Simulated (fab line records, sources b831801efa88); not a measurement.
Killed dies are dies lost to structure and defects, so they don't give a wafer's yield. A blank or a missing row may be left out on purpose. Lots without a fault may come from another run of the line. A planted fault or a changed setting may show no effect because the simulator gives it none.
A struck lot beside a sound one | flow gf180mcu | 23 steps out of a route of 602
Sound: wafers L325.1, L325.3, L325.4. Struck: wafers L340.5, L340.6. The cause comes at the end.
At each step with rows: each side's tool, then ch and its chambers, then its first start. Under that, the readings that differ: sound wafers | struck wafers | difference of the means | sigmas: that difference in standard deviations of wafers without a fault.
alike: readings whose means differ by less than 2 such deviations, and words and numbers that are the same on both sides. not compared: withheld readings, readings that some wafer has no value for, bounds like >300 that may hide the same value, and numbers for which the record gives no deviation and whose values overlap.
The two part at a step that has a row with sigmas, a row that says differs or no value, or rows on one side only. Numbers that don't overlap but have no deviation are shown without sigmas and don't part them. A reading that every wafer of one side lacks parts them only if that side has two wafers or more.

GF_V3_RS_MEAS_24: measures by four-point-probe.
  sound on film_metro-02, day 24 00:11; struck on film_metro-01, day 28 14:15
  alike: V3_W_RS
GF_V3_THK_MEAS_25: measures by xrf.
  sound on film_metro-02, day 24 00:18; struck on film_metro-01, day 28 14:20
  alike: V3_W_THK
GF_V3_CMP_26: polishes, stops on SiO2, t overpolish 15 s, target thk 0 nm.
  sound on cmp-02 ch 0,1,2, day 24 00:22; struck on cmp-02 ch 0,1, day 28 14:33
  alike: motor_current_A, overpolish_run_s, retaining_ring_pressure_frac, time_to_endpoint_s
GF_M4_SPUTTER_00: material Ti, target thk 37.5 nm, time 150 s.
  sound on pvd_sputter-03, day 24 00:40; struck on pvd_sputter-02, day 28 14:42
  alike: throttle_valve_pct
GF_M4_SPUTTER_01: material TiN, target thk 30 nm, time 25 s.
  sound on pvd_sputter-03, day 24 00:46; struck on pvd_sputter-02, day 28 14:46
  alike: throttle_valve_pct
GF_M4_SPUTTER_02: material AlCu, target thk 450 nm, time 23.9 s.
  sound on pvd_sputter-03, day 24 00:47; struck on pvd_sputter-02, day 28 15:50
  alike: throttle_valve_pct
GF_M4_SPUTTER_03: material Ti, target thk 10 nm, time 6.7 s.
  sound on pvd_sputter-03, day 24 00:49; struck on pvd_sputter-02, day 28 15:52
  alike: throttle_valve_pct
then, 1 step without rows for these wafers: GF_M4_SPUTTER_04 (material TiN, target thk 50 nm, time 41.7 s).
GF_M4_RS_MEAS_05: measures by four-point-probe.
  sound on film_metro-02, day 24 00:53; struck on film_metro-03, day 28 15:59
  reading             | sound                | struck        | difference | sigmas
  M4_ALCU_RS (ohm/sq) | 0.0676 0.0680 0.0688 | 0.0702 0.0695 | +0.0017    | +2
GF_M4_THK_MEAS_06: measures by xrf.
  sound on film_metro-02, day 24 01:00; struck on film_metro-03, day 28 16:04
  reading          | sound       | struck  | difference | sigmas
  M4_ALCU_THK (nm) | 459 457 452 | 438 446 | -14        | -3
then, 2 steps without rows for these wafers: GF_M4_DEHYDRATE_07 (time 60 s); GF_M4_HMDS_08 (prime time 60 s).
GF_M4_COAT_09: resist thk 1000 nm.
  sound on litho_track-01 ch 0, day 24 11:54; struck on litho_track-03 ch 0, day 29 01:45
  reading                             | sound          | struck    | difference | sigmas
  model.KrF_of_M4_COAT_09.thk_nm (nm) | 1007 1005 1003 | 931 931.4 | -74        |
  alike: dispense_pressure_kPa, exhaust_pa
then, 4 steps without rows for these wafers: GF_M4_SOFTBAKE_10 (time 60 s); GF_M4_EXPOSE_11 (exposes mask Metal4, target cd 280 nm); GF_M4_PEB_12 (peb time 90 s); GF_M4_DEVELOP_13 (develop time 60 s).
GF_M4_CD_MEAS_14: target cd 280 nm.
  sound on cd_sem-01, day 24 22:52; struck on cd_sem-02, day 29 11:05
  reading    | sound             | struck      | difference | sigmas
  cd_nm (nm) | 282.7 282.0 280.4 | 276.6 275.4 | -5.7       | -5
GF_M4_OVL_MEAS_15:
  sound on overlay-01, day 24 22:59; struck on overlay-02, day 29 11:08
  alike: M4_OVL
GF_M4_METAL_ETCH_16: etches the open film in Cl2/BCl3, stops on SiO2, target depth 627.5 nm, time 104.6 s.
  sound on rie_metal-03 ch 0,1, day 24 23:01; struck on rie_metal-01 ch 0,1, day 29 11:14
  reading                             | sound             | struck      | difference | sigmas
  oes_product_au (a.u.)               | 0.983 0.984 0.973 | 0.963 0.970 | -0.014     | -2
  model.KrF_of_M4_COAT_09.thk_nm (nm) | 742.2 736.2 739.2 | 661.6 667.6 | -74.6      |
  alike: drypump_motor_current_A, throttle_valve_pct
  not compared: rf_hours_counter_h
GF_M4_STRIP_17: strips in O2/N2.
  sound on plasma_asher-03 ch 0,1, day 24 23:07; struck on plasma_asher-02 ch 0,1, day 29 11:20
  reading                      | sound             | struck      | difference | sigmas
  oes_product_au (a.u.)        | 0.566 0.560 0.560 | 0.530 0.525 | -0.034     | -7
  strip_time_to_endpoint_s (s) | 7.96 7.88 7.93    | 7.17 7.23   | -0.72      | -17
  alike: drypump_motor_current_A, heater_power_w, platen_temp_c
  not compared: rf_hours_counter_h
then, 1 step without rows for these wafers: GF_M4_STRIP_18 (strips in post etch residue remover, time 1200 s).
-- the record jumps here: 5 days lie between the struck wafers' starts before and after (it left off in module M4 and takes up again in module PASSIVATION, whose first step shown is number 602 of the route) --
GF_PASSIVATION_PROBE_99:
  the record has rows for the struck wafers here (prober-01, day 34 02:43) and none for the sound ones

WHERE THEY PART
First at GF_M4_RS_MEAS_05; last, within this record, at GF_PASSIVATION_PROBE_99.

WHY: what the simulator had put in
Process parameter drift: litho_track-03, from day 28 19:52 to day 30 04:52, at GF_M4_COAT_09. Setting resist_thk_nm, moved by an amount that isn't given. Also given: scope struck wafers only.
